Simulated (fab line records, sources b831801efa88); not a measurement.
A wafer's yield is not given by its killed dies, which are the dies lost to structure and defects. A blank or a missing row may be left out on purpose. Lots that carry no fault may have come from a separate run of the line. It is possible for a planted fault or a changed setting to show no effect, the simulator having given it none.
A struck lot beside a sound one	flow sky130	14 out of 708 route steps
Sound: wafers L725.2, L725.5, L725.6. Struck: wafers L736.2, L736.3, L736.5. Last of all comes the cause.
At each step with rows: each side's tool, then ch and its chambers, then its first start. Under that, the readings that differ: sound wafers	struck wafers	difference of the means	sigmas: that difference in standard deviations of wafers without a fault.
alike: words and numbers the same on both sides, and readings whose means are apart by under 2 such deviations; not compared: readings that were withheld, readings missing a value for some wafer, numbers with overlapping values and no deviation given by the record, and bounds like >300 which may hide the same value.
Wherever a step has rows on one side only, a row that says differs or no value, or a row with sigmas, the two part there. Numbers that don't overlap but have no deviation are shown without sigmas and don't part them. Lack of a reading on every wafer of one side parts them only where that side has two or more wafers.

SKY_VIA3_STRIP_16: strips in O2/N2.
  sound on plasmaAsher-04 ch 0,1, day 41 21:14; struck on plasmaAsher-02 ch 0,1, day 45 04:08
reading	sound	struck	difference	sigmas
drypumpMotorCurrentA (A)	5.14 5.22 5.15	5.70 5.38 5.70	+0.42	+3
  alike: oesProductAu, stripTimeToEndpointS
  not compared: rfHoursCounterH
then, 3 steps without rows for these wafers: SKY_VIA3_STRIP_17 (strips in post etch residue remover, time 1200 s); SKY_VIA3_CLEAN_18 (cleans in IPA, time 180 s); SKY_VIA3_CLEAN_19 (cleans in O3/DIW).
SKY_VIA3_SPUTTER_20: material TiN, target thk 20 nm, time 80 s.
  struck on pvdSputter-04, day 45 04:46; sound on pvdSputter-02, day 41 21:50
  alike: cathodeDcPowerW, chamberPressurePa, throttleValvePct
then, 1 step without rows for these wafers: SKY_VIA3_CVD_21 (deposits W, target thk 390 nm, time 117.31 s).
SKY_VIA3_RS_MEAS_22: measures by four-point-probe.
  struck on filmMetro-02, day 45 04:58; sound on filmMetro-03, day 41 22:02
  alike: VIA3_W_RS
SKY_VIA3_THK_MEAS_23: measures by xrf.
  struck on filmMetro-02, day 45 05:05; sound on filmMetro-03, day 41 22:08
  alike: VIA3_W_THK
SKY_VIA3_CMP_24: polishes, stops on SiO2, t overpolish 20 s, target thk 0 nm.
  sound on cmp-02 ch 0,1, day 41 22:14; struck on cmp-01 ch 0,1, day 45 05:08
  alike: motorCurrentA, overpolishRunS, timeToEndpointS
then, 2 steps without rows for these wafers: SKY_METAL4_SPUTTER_00 (material Ti, target thk 15 nm, time 10 s); SKY_METAL4_SPUTTER_01 (material TiN, target thk 20 nm, time 16.7 s).
SKY_METAL4_SPUTTER_02: material AlCu, target thk 735 nm, time 39.1 s.
  struck on pvdSputter-02, day 45 05:29; sound on pvdSputter-02, day 41 22:32
  alike: cathodeDcPowerW, chamberPressurePa, throttleValvePct
SKY_METAL4_SPUTTER_03: material Ti, target thk 5 nm, time 3.3 s.
  struck on pvdSputter-02, day 45 05:31; sound on pvdSputter-02, day 41 22:35
  no value came back on the struck wafers for cathodeDcPowerW (W), chamberPressurePa (Pa), throttleValvePct (%); on the sound wafers cathodeDcPowerW (W) reads 2999.7 2999.7 3000.2
SKY_METAL4_SPUTTER_04: material TiN, target thk 70 nm, time 58.3 s.
  struck on pvdSputter-02, day 45 05:32; sound on pvdSputter-02, day 41 22:36
  alike: cathodeDcPowerW, chamberPressurePa, throttleValvePct

WHERE THEY PART
Earliest at SKY_VIA3_STRIP_16; latest, in this record, at SKY_METAL4_SPUTTER_03. Later steps at which nothing parts them and some readings are alike: SKY_METAL4_SPUTTER_04.

WHY: whatever the simulator had introduced
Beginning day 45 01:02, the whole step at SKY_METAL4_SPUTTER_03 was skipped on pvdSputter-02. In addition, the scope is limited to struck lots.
